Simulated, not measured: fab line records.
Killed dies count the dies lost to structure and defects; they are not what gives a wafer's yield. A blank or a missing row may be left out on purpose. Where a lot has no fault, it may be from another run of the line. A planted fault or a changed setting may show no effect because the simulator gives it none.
Which of the tools did it?    flow gf180mcu    36 wafers from 12 lots sampled at 6 of the route's 602 steps

## WHAT EACH GAUGE READ, for each wafer
GF_LVPWELL_TW_MEAS_11. Usual: LVPWELL_TW 560.4, standard deviation 2.6.
lot   measured     on             LVPWELL_TW         flag
L155  day 4 07:46  film-metro-01  560.0 558.9 557.2  
L156  day 4 18:13  film-metro-03  559.4 559.6 561.3  
L161  day 5 17:29  film-metro-03  561.3 561.0 561.1  
L163  day 6 05:52  film-metro-01  558.3 553.4 556.5  
L165  day 6 18:41  film-metro-01  556.0 556.9 554.0  
L170  day 7 20:53  film-metro-04  562.1 562.2 563.5  
L171  day 8 03:08  film-metro-04  561.2 558.7 558.6  
L172  day 8 07:56  film-metro-01  562.3 562.1 561.6  
L173  day 8 13:23  film-metro-03  561.9 563.7 561.3  
L174  day 8 18:49  film-metro-03  559.5 563.5 559.6  
L175  day 9 00:25  film-metro-03  560.2 562.4 562.7  
L176  day 9 05:19  film-metro-01  564.3 560.6 561.4  

GF_MVPSD_TW_MEAS_11. Usual: MVPSD_TW 554.9, standard deviation 2.1.
lot   measured      on             MVPSD_TW           flag
L155  day 5 11:32   film-metro-04  554.5 555.5 554.1  
L156  day 5 23:08   film-metro-03  552.0 557.0 557.2  
L161  day 7 00:21   film-metro-04  541.5 538.3 538.6  OFF
L163  day 7 13:53   film-metro-04  541.0 540.8 541.2  OFF
L165  day 8 03:23   film-metro-01  554.9 557.5 554.2  
L170  day 9 05:05   film-metro-04  553.0 552.9 551.7  
L171  day 9 10:47   film-metro-03  555.9 552.3 552.9  
L172  day 9 17:38   film-metro-03  555.6 553.5 556.3  
L173  day 9 21:28   film-metro-03  553.4 554.5 552.7  
L174  day 10 04:35  film-metro-01  553.6 553.5 555.4  
L175  day 10 12:40  film-metro-04  552.2 549.0 552.5  
L176  day 10 17:07  film-metro-03  560.9 552.4 555.7  

GF_VT_IMPLANT_RS_MEAS_49: uses a four-point probe to measure. Usual: MVPSD_RS 1168.8 ohm/sq, standard deviation 3.
lot   measured      on             MVPSD_RS (ohm/sq)     flag
L155  day 8 02:33   film-metro-01  1170.9 1170.5 1172.8  
L156  day 8 13:46   film-metro-04  1173.4 1168.1 1166.0  
L161  day 9 17:28   film-metro-03  1232.3 1239.0 1237.3  OFF
L163  day 10 09:15  film-metro-01  1227.6 1229.7 1229.7  OFF
L165  day 11 00:49  film-metro-01  1167.8 1166.0 1167.7  
L170  day 12 06:58  film-metro-03  1168.4 1170.8 1171.0  
L171  day 12 13:29  film-metro-01  1166.9 1170.7 1168.5  
L172  day 12 21:34  film-metro-03  1170.5 1168.7 1172.2  
L173  day 13 01:11  film-metro-03  1170.5 1170.2 1170.4  
L174  day 13 07:55  film-metro-01  1167.1 1168.3 1168.8  
L175  day 13 18:36  film-metro-01  1166.3 1165.4 1171.2  
L176  day 14 05:32  film-metro-01  1163.7 1165.9 1165.5  

## EACH LOT AND THE TOOL THAT RAN IT (in order: tool; ch and the chambers of the sampled wafers; start)
lot   GF_NWELL_STRIP_10                    GF_MVSD_STRIP_10                     GF_MVPSD_IMPLANT_08
L155  plasma-asher-01 ch 0,1, day 3 18:03  plasma-asher-02 ch 0,1, day 4 21:32  implanter-03 ch 0, day 5 11:08
L156  plasma-asher-02 ch 0,1, day 4 04:46  plasma-asher-03 ch 0,1, day 5 07:59  implanter-02 ch 0, day 5 22:44
L161  plasma-asher-01 ch 0, day 5 03:08    plasma-asher-02 ch 0,1, day 6 08:31  implanter-02 ch 0, day 6 23:58
L163  plasma-asher-01 ch 0,1, day 5 15:05  plasma-asher-03 ch 0,1, day 6 22:09  implanter-02 ch 0, day 7 13:29
L165  plasma-asher-02 ch 0,1, day 6 03:52  plasma-asher-03 ch 0,1, day 7 10:50  implanter-03 ch 0, day 8 02:59
L170  plasma-asher-02 ch 0, day 7 04:53    plasma-asher-02 ch 0,1, day 8 13:35  implanter-01 ch 0, day 9 04:41
L171  plasma-asher-02 ch 0,1, day 7 10:28  plasma-asher-03 ch 0,1, day 8 19:32  implanter-03 ch 0, day 9 10:24
L172  plasma-asher-02 ch 0,1, day 7 15:47  plasma-asher-03 ch 1, day 8 23:38    implanter-03 ch 0, day 9 17:15
L173  plasma-asher-02 ch 0,1, day 7 20:36  plasma-asher-03 ch 0,1, day 9 04:16  implanter-03 ch 0, day 9 21:04
L174  plasma-asher-02 ch 0,1, day 8 01:59  plasma-asher-03 ch 0,1, day 9 10:11  implanter-01 ch 0, day 10 04:11
L175  plasma-asher-04 ch 0,1, day 8 09:38  plasma-asher-01 ch 0,1, day 9 18:08  implanter-03 ch 0, day 10 12:16
L176  plasma-asher-01 ch 0,1, day 8 13:56  plasma-asher-02 ch 0,1, day 9 22:40  implanter-03 ch 0, day 10 16:43
- GF_NWELL_STRIP_10: strips in O2/N2.
- GF_MVSD_STRIP_10: strips in O2/N2.
- GF_MVPSD_IMPLANT_08

## AS READ BY THE TOOLS THEMSELVES (means over the sampled wafers that have a number; for cases with no such wafer, the mark the record gives instead)
GF_NWELL_STRIP_10. Usual: chamber-pressure-mTorr 1499.9 mTorr, standard deviation 1.3; drypump-motor-current-A 6.0 A, standard deviation 0.49; heater-power-w 379 W, standard deviation 50; oes-product-au 0.722 a.u., standard deviation 0.0041; strip-time-to-endpoint-s 36.99 s, standard deviation 0.11.
lot   tool             chamber-pressure-mTorr (mTorr)  drypump-motor-current-A (A)  heater-power-w (W)  oes-product-au (a.u.)  strip-time-to-endpoint-s (s)  flag
L155  plasma-asher-01  1500.5                          5.8                          363                 0.723                  37.01                         
L156  plasma-asher-02  1498.1                          6.2                          433                 0.725                  37.00                         
L161  plasma-asher-01  1500.8                          5.7                          379                 0.725                  37.01                         
L163  plasma-asher-01  1499.8                          5.9                          343                 0.722                  36.95                         
L165  plasma-asher-02  1500.7                          6.2                          430                 0.721                  37.13                         
L170  plasma-asher-02  1499.4                          6.3                          368                 0.719                  37.23                         
L171  plasma-asher-02  1498.7                          6.2                          424                 0.725                  36.95                         
L172  plasma-asher-02  1502.0                          6.3                          427                 0.724                  36.98                         
L173  plasma-asher-02  1499.6                          6.2                          397                 0.722                  36.93                         
L174  plasma-asher-02  1500.2                          6.2                          431                 0.718                  37.08                         
L175  plasma-asher-04  1499.0                          5.2                          334                 0.727                  37.22                         
L176  plasma-asher-01  1499.8                          6.0                          350                 0.727                  37.00                         

GF_MVSD_STRIP_10. Usual: chamber-pressure-mTorr 1500.0 mTorr, standard deviation 1.3; drypump-motor-current-A 6.0 A, standard deviation 0.31; heater-power-w 383 W, standard deviation 57; oes-product-au 0.722 a.u., standard deviation 0.0047; strip-time-to-endpoint-s 36.59 s, standard deviation 0.097.
lot   tool             chamber-pressure-mTorr (mTorr)  drypump-motor-current-A (A)  heater-power-w (W)  oes-product-au (a.u.)  strip-time-to-endpoint-s (s)  flag
L155  plasma-asher-02  1500.7                          6.3                          393                 0.720                  36.67                         
L156  plasma-asher-03  1499.8                          6.0                          350                 0.720                  36.55                         
L161  plasma-asher-02  1499.3                          6.3                          399                 0.719                  36.62                         
L163  plasma-asher-03  1499.0                          5.8                          392                 0.723                  36.53                         
L165  plasma-asher-03  1499.4                          5.8                          394                 0.724                  36.70                         
L170  plasma-asher-02  1499.6                          6.3                          397                 0.719                  36.54                         
L171  plasma-asher-03  1500.3                          5.8                          391                 0.722                  36.72                         
L172  plasma-asher-03  1499.9                          6.3                          303                 0.721                  36.55                         
L173  plasma-asher-03  1501.2                          5.8                          396                 0.717                  36.70                         
L174  plasma-asher-03  1499.4                          6.0                          350                 0.721                  36.64                         
L175  plasma-asher-01  1499.3                          5.8                          358                 0.719                  36.53                         
L176  plasma-asher-02  1499.8                          6.3                          399                 0.726                  36.73                         

## THE ANSWER, worked out from the rows above alone
Rule: a lot is off if the mean of its wafers that have a number lies more than 3 standard deviations from the usual mean. Also off: a lot with no number at a reading for which 4 or more lots have one. Where the step has rows for the other lots, those lots are counted as sound. Order of review: gauges by route order, followed by the tools' own readings, for which a lot's mean as printed above is used. The first step at which some lot is off is used, and at that step the reading that is off furthest; a lot without a number counts as furthest.
Off: L161, L163, seen at GF_MVPSD_TW_MEAS_11 (MVPSD_TW).
A tool fits if, at a process step before that reading, it ran every lot that is off, and no sound lot after the first of them. Not tried: the gauges at GF_MVPSD_TW_MEAS_11; whatever is off there is also off at GF_VT_IMPLANT_RS_MEAS_49, on other tools, and gauge error can't account for it. One fits: implanter-02 at GF_MVPSD_IMPLANT_08. A fault onset in the window from L156 (day 5 22:44, its last sound lot) to L161 (day 6 23:58, its first lot off) fits.

## WHAT WAS PUT IN BY THE SIMULATOR
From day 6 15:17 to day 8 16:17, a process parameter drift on implanter-02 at GF_MVPSD_IMPLANT_08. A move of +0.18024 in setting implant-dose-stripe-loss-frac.
Lots struck among those shown: L161, L163. The rule above found the same.
